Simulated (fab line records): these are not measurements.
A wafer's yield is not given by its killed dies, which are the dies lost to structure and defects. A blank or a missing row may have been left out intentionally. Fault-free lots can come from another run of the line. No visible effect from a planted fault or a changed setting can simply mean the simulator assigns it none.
2 desks looking at one fault | flow gf180mcu | only its own numbers are on each desk; what lay behind them is given at the end

== TOOL OWNER'S DESK, litho track-03 ==
At GF_STI_SOFTBAKE_08 (time 60 s), the tool's own readings, given per lot that ran on this tool as the mean of the sampled wafers with a number. The brackets show how far a lot's mean lies from the usual mean; more than 4 standard deviations puts the lot out of limits, marked OUT.
Columns: A = exhaust pa at GF_STI_SOFTBAKE_08, usual 44.9 Pa; B = heater power total W at GF_STI_SOFTBAKE_08, usual 93.05 W; C = plate temp C at GF_STI_SOFTBAKE_08, usual 130.01 C
lot  | first seen here | A    | B               | C
L840 | day 2 15:31     | 45.2 | 93.09           | 130.03
L841 | day 2 21:14     | 44.9 | 93.02           | 130.25
L846 | day 3 22:16     | 46.0 | 93.02           | 129.84
L850 | day 4 18:02     | 43.5 | 90.47 (-44) OUT | 127.25 (-18) OUT
L852 | day 5 04:32     | 44.6 | 90.48 (-44) OUT | 127.33 (-18) OUT
Finding of this desk: L850, L852 out of limits; the first was L850 at day 4 18:02, on heater power total W at GF_STI_SOFTBAKE_08. In limits: L840, L841, L846.

== METROLOGY DESK ==
Means of the sampled wafers that have a number, per lot and without regard to the tool the lot ran on: this is what the gauges read. The brackets show how far a lot's mean lies from the usual mean; more than 4 standard deviations puts the lot out of limits, marked OUT.
Columns: A = cd nm at GF_STI_CD_MEAS_12, usual 219.8 nm; B = V1_W_RS at GF_V1_RS_MEAS_24, usual 0.327 ohm/sq
lot  | first seen here | A                | B
L836 | day 2 01:11     | 220.2            | 0.326
L838 | day 2 11:41     | 220.6            | 0.323
L840 | day 2 21:40     | 217.7            | 0.331
L841 | day 3 03:02     | 217.8            | 0.326
L843 | day 3 12:50     | 220.8            | 0.325
L845 | day 3 23:31     | 220.3            | 0.329
L846 | day 4 04:37     | 221.0            | 0.326
L848 | day 4 14:55     | 220.1            | 0.324
L849 | day 4 21:07     | 221.0            | 0.325
L850 | day 5 00:56     | 227.9 (+6.3) OUT | 0.326
L851 | day 5 07:58     | 220.9            | 0.330
L852 | day 5 11:14     | 226.3 (+5.0) OUT | 0.328
L858 | day 6 18:42     | 218.1            | 0.336
Finding of this desk: L850, L852 out of limits; the first was L850 at day 5 00:56, on cd nm at GF_STI_CD_MEAS_12. In limits: L836, L838, L840, L841, L843, L845, L846, L848, L849, L851, L858.

== ALL TOGETHER ==
An alarm could have come from the tool owner's desk at day 4 18:02, on L850, L852.
Metrology desk: alarm possible at day 5 00:56 on L850, L852.
The lots listed all ran GF_STI_SOFTBAKE_08 on litho track-03.

== WHAT THE SIMULATOR PUT IN ==
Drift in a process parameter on litho track-03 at GF_STI_SOFTBAKE_08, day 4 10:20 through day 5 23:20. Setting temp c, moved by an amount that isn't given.
Lots struck among those shown: L850, L852.
Time in hours from fault onset to the first out-of-limits reading at each desk: tool owner's desk 8, metrology desk 15.
